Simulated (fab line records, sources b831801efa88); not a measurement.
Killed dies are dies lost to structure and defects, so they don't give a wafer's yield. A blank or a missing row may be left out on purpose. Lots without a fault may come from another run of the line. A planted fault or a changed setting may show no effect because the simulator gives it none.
Which tool did it? | flow sky130 | 6 lots, 18 wafers sampled, at 2 steps of a route of 708

WHAT THE GAUGES READ, wafer by wafer
SKY_SD_N_RS_MEAS_16: measures by four-point-probe.
lot  | measured     | on            | SD_N_RS (ohm/sq)
L972 | day 29 02:49 | film_metro-01 | 68.65 68.61 68.66
L975 | day 30 02:16 | film_metro-03 | 71.63 71.63 71.67 71.82 71.59 71.65
L977 | day 30 13:37 | film_metro-02 | 71.66 71.55 71.69 71.78 71.66 71.67
L988 | day 33 20:00 | film_metro-01 | 68.40 68.54 68.62
L991 | day 34 22:01 | film_metro-02 | 68.62 68.65 68.61
L993 | day 35 14:51 | film_metro-03 | 68.59 68.60 68.54

WHICH TOOL RAN EACH LOT (tool, then ch and the chambers of the sampled wafers, then the start)
lot  | SKY_SD_N_RTA_14
L972 | rtp_anneal-02 ch 0, day 29 02:38
L975 | rtp_anneal-02 ch 0, day 30 02:04
L977 | rtp_anneal-02 ch 0, day 30 13:26
L988 | rtp_anneal-01 ch 0, day 33 19:50
L991 | rtp_anneal-02 ch 0, day 34 21:50
L993 | rtp_anneal-02 ch 0, day 35 14:41
- SKY_SD_N_RTA_14: time 2 s.

THE ANSWER, worked out from the rows above alone
Rule: what is usual is taken from the lots themselves. Put in order of their means at a reading, lots are off if they are a third of the lots or fewer, leave a main group of 4 or more, and stand apart from it by a gap of 3 or more times the standard deviation of the main group's means; of several such gaps the widest counts. A main group whose means are all the same, to the digits that the tables above print for the reading, isn't used. A lot without any number at a reading at which 4 lots or more have one is off too. The other lots that the step has rows for count as sound.
Off: L975, L977, at SKY_SD_N_RS_MEAS_16 (SD_N_RS). The main group: mean 68.59 ohm/sq, standard deviation 0.047.
A tool fits if, at a process step before that reading, it ran every lot that is off, and no sound lot after the first of them. The gauges at SKY_SD_N_RS_MEAS_16 are tried like those tools. None of those tried fits.

WHAT THE SIMULATOR HAD PUT IN
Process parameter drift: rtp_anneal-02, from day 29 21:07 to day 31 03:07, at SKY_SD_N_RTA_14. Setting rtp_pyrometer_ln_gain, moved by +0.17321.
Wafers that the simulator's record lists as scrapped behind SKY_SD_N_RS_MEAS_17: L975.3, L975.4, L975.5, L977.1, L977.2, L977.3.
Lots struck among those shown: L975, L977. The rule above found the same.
